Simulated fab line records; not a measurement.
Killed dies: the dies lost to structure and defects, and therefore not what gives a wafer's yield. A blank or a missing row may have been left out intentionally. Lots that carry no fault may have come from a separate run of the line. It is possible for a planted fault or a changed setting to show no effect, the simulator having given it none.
fab line records	flow sky130
record: lots: 6	wafers: 18	last-day: 50
route steps=708 shown FIELD_ISO@13 PAD_OPEN@708
lots that met no fault: from a run of the same line without faults
start-h: the number of hours between the record's first day and the start of the first shown wafer of the lot	wait-h: hours elapsed since this lot's preceding step	" identical to the entry in the row above	L1.1+2: several wafers, shown together as one row	- no value present, or no start provided	* or withheld: withheld	< > ~ a bound
route shown NAME@n: NAME is a module with steps in the file, n the number in the route of the first one	usual: mean/standard deviation taken from wafers without a fault	same: alike in all rows	chamber/n: place in a boat	sites: the reading at each site	_std_site: their standard deviation	_edge_site: inner sites' mean taken away from outer sites' mean	radius-mm: for every site, how far away it sits from the centre of the wafer	mask NAME#n: copy n	behind: the most recent tool/chamber to have shaped the wafer	hold: why the lot went on hold/how many hours it stayed there/how the hold came to an end	device: which transistor (n, p or np) failed to switch	end of line: the same wafers' tests at the end of the route	a step given without rows: its recipe and nothing more	killed: count of dies lost to structure and defects at first sort (not the wafer's yield)	map: a wafer's dies, x killed, . not, _ none there
set.NAME: the setting the step ran with; set.NAME@STEP: the setting that earlier step ran with	model.NAME: the simulator's own value behind a step, which no gauge read
certain route steps with their lots: each step a table, each wafer a row
services: from which hour (start-h, from the record's first day; less than 0 if before it) a tool's chamber was out of use, for how many hours, and why
== steps ==
step: SKY_FIELD_ISO_DEVELOP_12
recipe: develop-time-s: 60	resist: KrF-thick	dev-temp-c: 21
step: SKY_FIELD_ISO_CD_MEAS_13
recipe: target-cd-nm: 150
usual: cd-nm: 150.4/1.3
lot.wafer	tool	chamber	start-h	wait-h	cd-nm
L392.1	cd-sem-02	-	38.83	-	152.1
L392.2	"	-	"	"	152.2
L392.5	"	-	"	"	151.2
L394.1	cd-sem-02	-	50.18	-	151.1
L394.5	"	-	"	"	150.3
L394.6	"	-	"	"	150.5
L402.1	cd-sem-02	-	90.73	-	150.2
L402.2	"	-	"	"	148.7
L402.5	"	-	"	"	151.6
L403.1	cd-sem-01	-	96.28	-	149.6
L403.5	"	-	"	"	150.2
L403.6	"	-	"	"	150.6
L408.2	cd-sem-01	-	123.25	-	151.2
L408.3	"	-	"	"	150.7
L408.5	"	-	"	"	150.7
L412.1	cd-sem-01	-	147.60	-	149.0
L412.4	"	-	"	"	149.4
L412.5	"	-	"	"	148.7
step: SKY_FIELD_ISO_ETCH_14
recipe: chemistry: N2/H2	target: BARC	ion-energy-ev: 200	source-w: 500	bias-w: 100	pressure-mtorr: 30	n2-flow-sccm: 100	h2-flow-sccm: 200	stop-on: SiO2	time-s: 45.9	target-depth-a: 600
usual: drypump-motor-current-A: 5.8/0.41	oes-product-au: 0.854/0.0045	throttle-valve-pct: 13.224/0.0082
lot.wafer	tool	chamber	start-h	wait-h	drypump-motor-current-A	oes-product-au	rf-hours-counter-h	throttle-valve-pct
L392.1	rie-diel-03	1	38.95	0.1	5.3	0.859	8	13.227
L392.2	"	3	"	"	5.7	0.851	171	13.225
L392.5	"	1	"	"	5.3	0.857	-	13.221
L394.1	rie-diel-04	3	50.30	0.1	6.0	0.853	5	13.221
L394.5	"	0	"	"	5.8	0.854	-	13.230
L394.6	"	3	"	"	6.0	0.860	-	13.224
L402.1	rie-diel-02	1	90.85	0.1	5.5	0.862	65	13.211
L402.2	"	2	"	"	5.7	0.853	146	13.227
L402.5	"	1	"	"	5.5	0.853	-	13.202
L403.1	rie-diel-02	3	96.40	0.1	5.3	0.853	126	13.228
L403.5	"	2	"	"	5.7	0.850	-	13.224
L403.6	"	1	"	"	5.5	0.852	-	13.226
L408.2	rie-diel-03	1	123.35	0.1	5.3	0.855	10	13.235
L408.3	"	0	"	"	6.7	0.855	9	13.232
L408.5	"	2	"	"	6.0	0.852	-	13.223
L412.1	rie-diel-03	3	147.72	0.1	5.7	0.855	1	13.220
L412.4	"	1	"	"	5.3	0.853	10	13.223
L412.5	"	3	"	"	5.7	0.857	-	13.225
step: SKY_FIELD_ISO_ETCH_15
recipe: chemistry: CHF3/O2	target-depth-nm: 180	stop-on: Si	source-w: 600	bias-w: 200	pressure-mtorr: 40	chf3-flow-sccm: 50	O2_flow_sccm: 5	time-s: 72
usual: drypump-motor-current-A: 5.8/0.41	oes-product-au: 0.947/0.006	throttle-valve-pct: 8.844/0.0091
lot.wafer	tool	chamber	start-h	wait-h	drypump-motor-current-A	oes-product-au	rf-hours-counter-h	throttle-valve-pct
L392.1	rie-diel-03	1	39.00	0.0	5.3	0.951	8	8.853
L392.2	"	3	"	"	5.7	0.937	171	8.844
L392.5	"	1	"	"	5.3	0.938	-	8.843
L394.1	rie-diel-04	3	50.35	0.0	6.0	0.945	5	8.840
L394.5	"	0	"	"	5.8	0.940	-	8.836
L394.6	"	3	"	"	6.0	0.946	-	8.839
L402.1	rie-diel-02	1	90.90	0.0	5.5	0.949	65	8.835
L402.2	"	2	"	"	5.7	0.947	146	8.846
L402.5	"	1	"	"	5.5	0.943	-	8.846
L403.1	rie-diel-02	3	96.45	0.0	5.3	0.949	126	8.840
L403.5	"	2	"	"	5.7	0.950	-	8.846
L403.6	"	1	"	"	5.4	0.942	-	8.839
L408.2	rie-diel-03	1	123.40	0.0	5.3	0.956	10	8.847
L408.3	"	0	"	"	6.6	0.951	9	8.840
L408.5	"	2	"	"	6.0	0.954	-	8.836
L412.1	rie-diel-03	3	147.76	0.0	5.7	0.944	1	8.839
L412.4	"	1	"	"	5.3	0.952	10	8.853
L412.5	"	3	"	"	5.7	0.950	-	8.852
step: SKY_FIELD_ISO_STRIP_16
recipe: chemistry: O2/N2	power-w: 1400	pressure-mtorr: 1500	platen-temp-c: withheld	o2-flow-sccm: 3000	n2-flow-sccm: 300	overash-fraction: 0.5
usual: drypump-motor-current-A: 5.6/0.51	oes-product-au: 0.378/0.0045	strip-time-to-endpoint-s: 3.556/0.027
lot.wafer	tool	chamber	start-h	wait-h	drypump-motor-current-A	oes-product-au	rf-hours-counter-h	strip-time-to-endpoint-s
L392.1	plasma-asher-02	1	39.05	0.0	5.8	0.373	36	3.567
L392.2	"	0	"	"	5.1	0.380	36	3.569
L392.5	"	0	"	"	5.1	0.373	-	3.555
L394.1	plasma-asher-01	0	50.40	0.0	4.9	0.379	37	3.524
L394.5	"	0	"	"	4.9	0.384	-	3.542
L394.6	"	1	"	"	6.3	0.375	-	3.526
L402.1	plasma-asher-01	0	90.95	0.0	5.0	0.377	41	3.570
L402.2	"	1	"	"	6.3	0.380	41	3.584
L402.5	"	0	"	"	5.0	0.378	-	3.581
L403.1	plasma-asher-01	0	96.50	0.0	5.0	0.383	41	3.535
L403.5	"	1	"	"	6.4	0.371	-	3.537
L403.6	"	0	"	"	4.9	0.383	-	3.571
L408.2	plasma-asher-01	1	123.45	0.0	6.3	0.382	44	3.577
L408.3	"	1	"	"	6.3	0.378	-	3.568
L408.5	"	1	"	"	6.3	0.380	-	3.552
L412.1	plasma-asher-01	0	147.81	0.0	5.0	0.378	47	3.579
L412.4	"	0	"	"	5.0	0.379	-	3.565
L412.5	"	1	"	"	6.4	0.374	-	3.562
step: SKY_FIELD_ISO_ETCH_17
recipe: target-depth-a: 3420	mask-material: Si3N4	chemistry: HBr/Cl2/O2	target: Si	taper-deg: 5	icp-w: 600	bias-w: 150	pressure-mtorr: 15	HBr_flow_sccm: 150	Cl2_flow_sccm: 40	O2_flow_sccm: 6	time-s: 97.7
usual: drypump-motor-current-A: 5.99/0.21	oes-product-au: 1.000/0.0086	throttle-valve-pct: 25.656/0.011
lot.wafer	tool	chamber	start-h	wait-h	drypump-motor-current-A	oes-product-au	rf-hours-counter-h	throttle-valve-pct
L392.1	rie-si-01	2	39.15	0.1	6.18	1.008	0	25.646
L392.2	"	0	"	"	5.97	0.996	97	25.648
L392.5	"	1	"	"	6.28	0.994	-	25.669
L394.1	rie-si-02	0	50.50	0.1	6.05	1.002	3	25.659
L394.5	"	0	"	"	6.04	1.000	-	25.651
L394.6	"	1	"	"	5.83	0.989	-	25.651
L402.1	rie-si-02	0	91.05	0.1	6.02	1.005	4	25.641
L402.2	"	2	"	"	6.15	1.001	98	25.668
L402.5	"	0	"	"	6.03	1.000	-	25.652
L403.1	rie-si-01	1	96.60	0.1	6.28	1.008	1	25.656
L403.5	"	0	"	"	5.98	1.009	-	25.638
L403.6	"	3	"	"	5.70	1.009	-	25.664
L408.2	rie-si-02	0	123.55	0.1	6.05	1.002	4	25.667
L408.3	"	1	"	"	5.84	0.991	0	25.644
L408.5	"	3	"	"	5.72	0.996	-	25.636
L412.1	rie-si-01	3	147.91	0.1	5.73	0.994	54	25.658
L412.4	"	2	"	"	6.16	1.001	1	25.643
L412.5	"	0	"	"	5.97	1.009	-	25.658
step: SKY_FIELD_ISO_WET_ETCH_18
recipe: chemistry: H3PO4	target-depth-nm: 25	temp-c: 160	target: Si3N4	time-s: 286
step: SKY_FIELD_ISO_CLEAN_19
recipe: chemistry: SC1/SC2	mix: 1:4:20	temp-c: 70	time-s: 150
step: SKY_FIELD_ISO_CLEAN_20
recipe: chemistry: dHF	time-s: 20	dilution: 100:1
step: SKY_FIELD_ISO_WET_ETCH_21
recipe: chemistry: dHF	dilution: 100:1	target-depth-nm: 20	dry: ipa-marangoni	target: SiO2	temp-c: 25	time-s: 400
step: SKY_FIELD_ISO_OXIDATION_22
recipe: temp-c: 950	ambient: O2	stabilise-s: 600	purge-s: 300	target-thk-a: 100	ox-time-s: 623
step: SKY_FIELD_ISO_THK_MEAS_23
recipe: reads: SiO2_of_FIELD_ISO_OXIDATION_22
usual: FIELD_ISO_OXIDATION_01_THK: 10.07/0.18
lot.wafer	tool	chamber	start-h	wait-h	FIELD_ISO_OXIDATION_01_THK[nm]
L392.1	film-metro-01	-	40.67	0.0	10.18
L392.2	"	-	"	"	9.94
L392.5	"	-	"	"	10.10
L394.1	film-metro-01	-	53.18	0.0	10.10
L394.5	"	-	"	"	10.09
L394.6	"	-	"	"	10.30
L402.1	film-metro-04	-	94.25	0.0	10.27
L402.2	"	-	"	"	10.35
L402.5	"	-	"	"	10.45
L403.1	film-metro-02	-	99.82	0.0	9.70
L403.5	"	-	"	"	9.86
L403.6	"	-	"	"	9.79
L408.2	film-metro-02	-	126.21	0.0	10.14
L408.3	"	-	"	"	10.18
L408.5	"	-	"	"	10.02
L412.1	film-metro-01	-	149.93	0.0	9.89
L412.4	"	-	"	"	9.98
L412.5	"	-	"	"	10.00
step: SKY_FIELD_ISO_CVD_24
recipe: material: SiO2	target-thk-nm: 595	temp-c: 650	sigma-open-frac: 0.3	time-s: 99.2	sih4-flow-sccm: 60	pressure-mtorr: 6
lot.wafer	tool	chamber	start-h	wait-h	model.SiO2_of_FIELD_ISO_CVD_24.thk-nm
L392.1	hdpcvd-02	2	40.73	0.1	596.6
L392.2	"	1	"	"	599.9
L392.5	"	2	"	"	596
L394.1	hdpcvd-01	2	53.24	0.1	594.2
L394.5	"	0	"	"	596.3
L394.6	"	1	"	"	596.7
L402.1	hdpcvd-01	0	94.31	0.1	582.2
L402.2	"	2	"	"	716.4
L402.5	"	1	"	"	705.2
L403.1	hdpcvd-01	2	99.88	0.1	596.4
L403.5	"	1	"	"	709.2
L403.6	"	0	"	"	591.5
L408.2	hdpcvd-02	0	126.26	0.0	588.8
L408.3	"	1	"	"	594.9
L408.5	"	2	"	"	590
L412.1	hdpcvd-02	2	149.99	0.1	581.3
L412.4	"	0	"	"	586.8
L412.5	"	2	"	"	591
step: SKY_FIELD_ISO_THK_MEAS_25
recipe: reads: SiO2_of_FIELD_ISO_CVD_24
usual: FIELD_ISO_CVD_24_THK: 595/5.7
lot.wafer	tool	chamber	start-h	wait-h	FIELD_ISO_CVD_24_THK[nm]
L392.1	film-metro-01	-	40.80	0.0	597
L392.2	"	-	"	"	600
L392.5	"	-	"	"	596
L394.1	film-metro-01	-	53.31	0.0	594
L394.5	"	-	"	"	596
L394.6	"	-	"	"	596
L402.1	film-metro-02	-	94.38	0.0	582
L402.2	"	-	"	"	716
L402.5	"	-	"	"	705
L403.1	film-metro-04	-	99.95	0.0	596
L403.5	"	-	"	"	709
L403.6	"	-	"	"	591
L408.2	film-metro-04	-	126.34	0.0	589
L408.3	"	-	"	"	595
L408.5	"	-	"	"	589
L412.1	film-metro-02	-	150.12	0.1	582
L412.4	"	-	"	"	587
L412.5	"	-	"	"	591
step: SKY_FIELD_ISO_ANNEAL_26
recipe: temp-c: 1000	time-s: 1800	ambient: N2
step: SKY_FIELD_ISO_CMP_27
recipe: stop-on: Si3N4	t-overpolish-s: 16	down-force-psi: 4	platen-rpm: 60	target-thk-nm: 457.8	pad-velocity-m-s: 0.94248
usual: motor-current-A: 12.4/1.6	retaining-ring-pressure-frac: 1.000/0.0049	time-to-endpoint-s: 111/3.6
lot.wafer	tool	chamber	start-h	wait-h	motor-current-A	retaining-ring-pressure-frac	time-to-endpoint-s
L392.1	cmp-02	0	43.73	0.1	11.1	1.009	111
L392.2	"	2	"	"	11.7	0.994	116
L392.5	"	3	"	"	10.6	1.000	108
L394.1	cmp-02	0	55.16	0.1	10.5	0.999	106
L394.6	"	1	"	"	12.4	1.005	114
L394.5	"	2	"	"	11.7	1.002	114
L402.2	cmp-01	1	95.94	0.0	14.2	0.999	131
L402.1	"	2	"	"	13.8	1.000	110
L402.5	"	1	"	"	14.2	1.007	131
L403.1	cmp-02	2	101.68	0.1	10.9	0.997	113
L403.5	"	0	"	"	10.5	1.003	129
L403.6	"	1	"	"	13.4	0.997	110
L408.2	cmp-01	1	130.91	0.1	14.2	0.996	107
L408.3	"	3	"	"	15.7	0.995	118
L408.5	"	0	"	"	11.5	0.992	109
L412.1	cmp-01	2	152.46	0.0	13.8	0.992	115
L412.4	"	3	"	"	15.0	1.001	112
L412.5	"	3	"	"	14.6	0.998	115
step: SKY_FIELD_ISO_WET_ETCH_28
recipe: chemistry: dHF	target-depth-nm: 23.7	target: SiO2	dilution: 10:1	temp-c: 25	time-s: 47
step: SKY_PAD_OPEN_PROBE_99
usual: killed_at_M0_to_M3: 43/7	killed_at_M4_up: 3.4/1.9	killed-at-contacts: 24/5.4	killed-at-front-end: 15/4.4	killed-at-other: 0.4/0.63	killed-dies: 86/9.1	killed-open: 46/6.6	killed-short: 39/6.6
same: gross-dies: 492	killed-at-back-side: 0
lot.wafer	tool	chamber	start-h	wait-h	killed_at_M0_to_M3	killed_at_M4_up	killed-at-contacts	killed-at-front-end	killed-at-other	killed-dies	killed-open	killed-short
L392.1	prober-02	-	1117.19	0.1	36	5	26	13	2	82	35	46
L392.2	prober-02	-	1117.24	0.1	39	2	31	17	0	89	39	49
L392.5	prober-02	-	1117.39	0.2	52	4	25	16	0	97	62	35
L402.5	prober-01	-	1143.22	0.2	42	2	19	16	0	79	35	44
killed by level:class
L392.1 VIA1:geometric-particle:open=9 CONTACT:geometric-particle:open=9 METAL2:geometric-particle:short=7 FIELD_ISO:geometric-particle:short=6 CONTACT:geometric-particle:short=6 FIELD_ISO:geometric-particle:open=5 LOCAL_INTERCONNECT:geometric-particle:short=5 METAL1:geometric-particle:short=5
L392.2 CONTACT:geometric-particle:open=9 LI_CONTACT:geometric-particle:open=8 CONTACT:geometric-particle:short=7 METAL1:geometric-particle:short=7 VIA2:geometric-particle:open=7 VIA1:geometric-particle:short=6 FIELD_ISO:geometric-particle:open=5 FIELD_ISO:geometric-particle:short=4
L392.5 VIA1:geometric-particle:open=11 LI_CONTACT:geometric-particle:open=10 VIA3:geometric-particle:open=10 METAL2:geometric-particle:short=9 CONTACT:geometric-particle:open=9 VIA1:geometric-particle:short=6 VIA2:geometric-particle:open=6 POLY_GATE:geometric-particle:open=5
L402.5 VIA3:geometric-particle:open=10 METAL2:geometric-particle:short=8 CONTACT:geometric-particle:open=7 METAL1:geometric-particle:short=7 POLY_GATE:geometric-particle:short=5 CONTACT:geometric-particle:short=5 VIA1:geometric-particle:open=5 FIELD_ISO:geometric-particle:short=4
== services ==
tool	chamber	start-h	hours	kind
plasma-asher-02	-	23.45	2.3	repair
rie-si-01	3	40.18	4.4	repair
hdpcvd-02	-	42.07	1.1	repair
cmp-01	-	43.62	2.8	repair
cmp-02	-	45.97	0.3	repair
cmp-01	-	46.46	4.1	pm
rie-diel-03	0	55.70	5.3	repair
cmp-01	-	64.00	4.0	pm
rie-diel-04	1	65.38	5.2	repair
hdpcvd-01	-	66.75	15.0	pm
rie-diel-03	3	69.11	-	clean
cmp-01	-	74.37	4.3	repair
cmp-02	-	79.19	5.4	pm
hdpcvd-02	-	101.81	2.8	pm
rie-si-02	-	105.07	15.6	pm
plasma-asher-02	-	108.75	9.0	pm
rie-si-01	1	112.92	15.6	repair
rie-diel-02	1	121.26	2.9	repair
rie-si-02	1	132.12	7.3	repair
rie-si-02	3	134.97	15.1	repair
rie-diel-02	0	141.11	5.7	repair
hdpcvd-01	-	141.61	0.8	repair
rie-diel-04	-	146.95	15.6	pm
plasma-asher-02	-	147.14	2.0	repair
== key ==
first-sign: step: SKY_FIELD_ISO_THK_MEAS_25	reading: FIELD_ISO_CVD_24_THK	direction: up	sigmas: 20	usual: 595	struck: 710
effect: step: SKY_FIELD_ISO_CMP_27	reading: time-to-endpoint-s	direction: up	sigmas: 5.3	usual: *	struck: *
model-effect: step: SKY_FIELD_ISO_CVD_24	value: SiO2_of_FIELD_ISO_CVD_24.thk-nm	without: 595.2	struck: 710.3
met-at SKY_FIELD_ISO_CVD_24
struck-wafers L402.2,L402.5,L403.5
tester-left-out L402,L403
onset-between 53.24 94.31
fault: kind: process-parameter-drift	tool: hdpcvd-01	chamber: -	onset-h: 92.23	steps: SKY_FIELD_ISO_CVD_24	channel: target-thk-nm	offset: 115.08	shape: step	end-h: 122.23	scope: struck-wafers-only	acts-in: these-recipes-only	stated: 595
tester-left-out: of these lots the tester's yield and bins aren't shown, on N5 and GAA mostly nor the transistor test; their killed dies are dies lost to structure and defects alone, not to doping, threshold or leakage, so they don't give the yield
